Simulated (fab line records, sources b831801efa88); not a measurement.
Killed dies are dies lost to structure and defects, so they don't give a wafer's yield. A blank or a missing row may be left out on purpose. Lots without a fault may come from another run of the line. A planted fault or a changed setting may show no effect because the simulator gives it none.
Which tool did it? | flow gf180mcu | 6 lots, 18 wafers sampled, at 3 steps of a route of 602

WHAT THE GAUGES READ, wafer by wafer
GF_MVSD_TW_MEAS_11.
lot  | measured    | on            | MVSD_TW
L190 | day 4 15:43 | film_metro-01 | 1558 1551 1562
L194 | day 5 18:14 | film_metro-03 | 1576 1562 1563
L197 | day 6 10:05 | film_metro-03 | 1362 1359 1355
L200 | day 7 04:48 | film_metro-02 | 1552 1561 1555
L209 | day 9 08:02 | film_metro-03 | 1578 1577 1575
L211 | day 9 17:34 | film_metro-02 | 1547 1549 1550

WHICH TOOL RAN EACH LOT (tool, then ch and the chambers of the sampled wafers, then the start)
lot  | GF_LVPWELL_STRIP_10                 | GF_MVSD_STRIP_10
L190 | plasma_asher-03 ch 0,1, day 4 01:58 | plasma_asher-02 ch 0,1, day 4 15:37
L194 | plasma_asher-04 ch 0,1, day 5 03:24 | plasma_asher-01 ch 0,1, day 5 18:08
L197 | plasma_asher-03 ch 0,1, day 5 19:04 | plasma_asher-02 ch 0,1, day 6 09:58
L200 | plasma_asher-02 ch 0,1, day 6 12:49 | plasma_asher-03 ch 0,1, day 7 04:42
L209 | plasma_asher-03 ch 0,1, day 8 14:45 | plasma_asher-02 ch 0,1, day 9 07:56
L211 | plasma_asher-04 ch 0,1, day 8 23:31 | plasma_asher-01 ch 0,1, day 9 17:28
- GF_LVPWELL_STRIP_10: strips in O2/N2.
- GF_MVSD_STRIP_10: strips in O2/N2.

THE ANSWER, worked out from the rows above alone
Rule: what is usual is taken from the lots themselves. Put in order of their means at a reading, lots are off if they are a third of the lots or fewer, leave a main group of 4 or more, and stand apart from it by a gap of 3 or more times the standard deviation of the main group's means; of several such gaps the widest counts. A main group whose means are all the same, to the digits that the tables above print for the reading, isn't used. A lot without any number at a reading at which 4 lots or more have one is off too. The other lots that the step has rows for count as sound.
Off: L197, at GF_MVSD_TW_MEAS_11 (MVSD_TW). The main group: mean 1561, standard deviation 9.7.
A tool fits if, at a process step before that reading, it ran every lot that is off, and no sound lot after the first of them. The gauges at GF_MVSD_TW_MEAS_11 are tried like those tools. None of those tried fits.

WHAT THE SIMULATOR HAD PUT IN
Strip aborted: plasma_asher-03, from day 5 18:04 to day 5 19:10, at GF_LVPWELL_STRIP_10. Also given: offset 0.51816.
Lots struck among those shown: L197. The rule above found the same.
